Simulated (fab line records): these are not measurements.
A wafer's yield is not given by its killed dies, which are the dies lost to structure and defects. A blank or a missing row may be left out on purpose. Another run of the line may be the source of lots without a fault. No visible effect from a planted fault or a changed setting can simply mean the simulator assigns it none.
2 desks looking at one fault    flow sky130    what lay behind the numbers comes last; until then each desk has only its own

== FOR THE TOOL OWNER'S DESK: furnace-01 ==
The tool's own readings at SKY_NWELL_OXIDATION_01 (stabilise 600 s, purge 300 s, target thk 10 nm): means of the sampled wafers that have a number, for each lot that ran on this tool. A lot is out of limits, marked OUT, if its mean lies more than 4 standard deviations from the usual mean; the brackets give that distance. Of its 8 readings 7 are shown: the one that was out of limits first, and those that lie furthest out on some lot.
Columns: A = spike_tc_bottom_C at SKY_NWELL_OXIDATION_01, usual 920.0 C; B = spike_tc_centre_C at SKY_NWELL_OXIDATION_01, usual 900.9 C; C = spike_tc_lower_C at SKY_NWELL_OXIDATION_01, usual 900.7 C; D = spike_tc_upper_C at SKY_NWELL_OXIDATION_01, usual 900.5 C; E = tube_center_temp_C at SKY_NWELL_OXIDATION_01, usual 900 C; F = tube_center_temp_C_max at SKY_NWELL_OXIDATION_01, usual 902.3; G = zone_power_top_pct at SKY_NWELL_OXIDATION_01, usual 34.2 %
lot   first seen here  A                 B                C                D                E                      F                G
L372  day 3 11:52      916.8             901.6            898.5            899.3            900                    902.4            33.7
L373  day 3 18:04      898.1 (-7.8) OUT  880.6 (-22) OUT  878.5 (-14) OUT  879.5 (-16) OUT  880 (-99 or more) OUT  881.8 (-55) OUT  32.8
L379  day 5 09:12      897.0 (-8.2) OUT  881.1 (-21) OUT  878.2 (-14) OUT  880.3 (-16) OUT  880 (-99 or more) OUT  882.0 (-55) OUT  32.9
This desk's finding: out of limits on L373, L379; first on L373, day 3 18:04 (spike_tc_bottom_C at SKY_NWELL_OXIDATION_01). L372: within limits.

== METROLOGY DESK ==
What the gauges read for every lot (on any tool): the sampled wafers with a number, averaged. A lot is out of limits, marked OUT, if its mean lies more than 4 standard deviations from the usual mean; the brackets give that distance.
Columns: A = NWELL_OXIDATION_THK at SKY_NWELL_THK_MEAS_02, usual 10.02 nm; B = METAL1_OVL at SKY_METAL1_OVL_MEAS_16, usual 3 nm
lot   first seen here  A               B
L367  day 2 11:01      10.25           -5
L368  day 2 15:26      9.96            2
L369  day 2 20:29      9.83            9
L372  day 3 13:15      9.70            9
L373  day 3 19:28      7.98 (-13) OUT  7
L378  day 5 05:44      9.80            5
L379  day 5 10:38      8.05 (-12) OUT  9
L384  day 6 06:51      10.08           9
L386  day 6 18:02      10.06           3
L389  day 7 10:34      10.01           6
L390  day 7 10:34      10.06           -3
Per this desk, out of limits: L373, L379; the first was L373, day 3 19:28 (NWELL_OXIDATION_THK at SKY_NWELL_THK_MEAS_02). L367, L368, L369, L372, L378, L384, L386, L389, L390: within limits.

== ALL TOGETHER ==
The tool owner's desk had the chance to raise an alarm at day 3 18:04 on L373, L379.
The metrology desk could have raised an alarm at day 3 19:28, on L373, L379.
SKY_NWELL_OXIDATION_01 was run on furnace-01 by each of the lots named.

== WHAT WAS PUT IN BY THE SIMULATOR ==
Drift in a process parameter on furnace-01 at SKY_NWELL_OXIDATION_01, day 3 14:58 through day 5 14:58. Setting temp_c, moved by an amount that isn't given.
Shown lots that were struck: L373, L379.
Hours from the fault's start to each desk's first reading out of limits: the tool owner's desk, 3; the metrology desk, 4.
